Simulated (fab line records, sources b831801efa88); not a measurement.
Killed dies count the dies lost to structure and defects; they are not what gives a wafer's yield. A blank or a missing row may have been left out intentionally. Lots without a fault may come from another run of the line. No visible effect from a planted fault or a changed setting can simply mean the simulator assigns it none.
What tool caused it? + flow gf180mcu + 15 lots with 45 wafers sampled at 2 steps, on a route of 602 steps

## WHAT THE GAUGES READ, wafer by wafer
GF_M1_THK_MEAS_06: measures by xrf. Usual: M1_ALCU_THK gives 443 nm (standard deviation 4.7).
| lot  | measured     | on            | M1_ALCU_THK (nm) | flag |
|------|--------------|---------------|------------------|------|
| L878 | day 16 20:24 | film-metro-02 | 451 449 448      |      |
| L879 | day 17 01:38 | film-metro-04 | 440 443 440      |      |
| L880 | day 17 21:50 | film-metro-04 | 446 436 436      |      |
| L882 | day 18 18:53 | film-metro-01 | 445 441 446      |      |
| L885 | day 19 15:56 | film-metro-04 | 444 442 446      |      |
| L886 | day 19 22:54 | film-metro-04 | 441 444 442      |      |
| L887 | day 20 16:26 | film-metro-04 | 440 433 439      |      |
| L890 | day 21 13:26 | film-metro-02 | 444 446 445      |      |
| L892 | day 22 05:59 | film-metro-01 | 443 449 449      |      |
| L893 | day 22 12:01 | film-metro-02 | 443 441 443      |      |
| L894 | day 22 23:09 | film-metro-02 | 450 443 441      |      |
| L895 | day 23 07:29 | film-metro-01 | 442 443 442      |      |
| L896 | day 23 14:38 | film-metro-04 | 452 446 447      |      |
| L897 | day 23 22:38 | film-metro-01 | 440 441 441      |      |
| L898 | day 24 05:20 | film-metro-04 | 440 440 440      |      |

## WHICH TOOL RAN EACH LOT (tool, then ch and the chambers of the sampled wafers, then the start)
| lot  | GF_NWELL_EXPOSE_04                 |
|------|------------------------------------|
| L878 | iline-stepper-01 ch 0, day 3 07:16 |
| L879 | iline-stepper-01 ch 0, day 3 11:58 |
| L880 | iline-stepper-02 ch 0, day 3 19:02 |
| L882 | iline-stepper-02 ch 0, day 4 07:10 |
| L885 | iline-stepper-01, day 4 18:31      |
| L886 | iline-stepper-01, day 4 22:40      |
| L887 | iline-stepper-02, day 5 07:02      |
| L890 | iline-stepper-02 ch 0, day 5 19:49 |
| L892 | iline-stepper-02 ch 0, day 6 09:38 |
| L893 | iline-stepper-02 ch 0, day 6 14:39 |
| L894 | iline-stepper-01 ch 0, day 6 20:17 |
| L895 | iline-stepper-01 ch 0, day 7 02:26 |
| L896 | iline-stepper-01 ch 0, day 7 09:18 |
| L897 | iline-stepper-01 ch 0, day 7 13:33 |
| L898 | iline-stepper-01 ch 0, day 7 18:52 |
- GF_NWELL_EXPOSE_04: exposes mask Nwell, target cd 860 nm.

## AS READ BY THE TOOLS THEMSELVES (means over the sampled wafers that have a number; for cases with no such wafer, the mark the record gives instead)
GF_NWELL_EXPOSE_04. Usual: exposure-dose-mJ-cm2 260.02, standard deviation 0.24; focus-offset-nm 0.0 nm, standard deviation 0.52.
| lot  | tool             | exposure-dose-mJ-cm2 | focus-offset-nm (nm) | flag |
|------|------------------|----------------------|----------------------|------|
| L878 | iline-stepper-01 | 260.17               | -0.3                 |      |
| L879 | iline-stepper-01 | 260.24               | -0.1                 |      |
| L880 | iline-stepper-02 | 260.29               | 0.4                  |      |
| L882 | iline-stepper-02 | 260.00               | 0.3                  |      |
| L885 | iline-stepper-01 | -                    | -                    | OFF  |
| L886 | iline-stepper-01 | -                    | -                    | OFF  |
| L887 | iline-stepper-02 | -                    | -                    | OFF  |
| L890 | iline-stepper-02 | 260.27               | 0.5                  |      |
| L892 | iline-stepper-02 | 260.11               | -0.2                 |      |
| L893 | iline-stepper-02 | 259.80               | 0.2                  |      |
| L894 | iline-stepper-01 | 259.80               | -0.3                 |      |
| L895 | iline-stepper-01 | 259.77               | -0.2                 |      |
| L896 | iline-stepper-01 | 259.95               | -0.0                 |      |
| L897 | iline-stepper-01 | 260.05               | 0.4                  |      |
| L898 | iline-stepper-01 | 260.31               | -0.0                 |      |

## THE ANSWER, worked out from the rows above alone
Rule: take the mean of a lot's wafers that have a number; if it is more than 3 standard deviations from the usual mean, the lot is off. A lot without any number at a reading at which 4 lots or more have one is off too. Any other lot the step has rows for is counted as sound. After the gauges, taken in route order, come the tools' own readings; for these a lot's mean is taken, as printed above. At the first step where some lot is off, the reading lying furthest off is the one used; lots without a number count as furthest.
Off at GF_NWELL_EXPOSE_04 (exposure-dose-mJ-cm2): L885, L886, L887. Without a number there: L885, L886, L887.
If a tool, at that step or one of the process steps before it, ran each lot that is off and ran no sound lot following the first of them, it fits. None of those tried fits.

## WHAT THE SIMULATOR HAD PUT IN
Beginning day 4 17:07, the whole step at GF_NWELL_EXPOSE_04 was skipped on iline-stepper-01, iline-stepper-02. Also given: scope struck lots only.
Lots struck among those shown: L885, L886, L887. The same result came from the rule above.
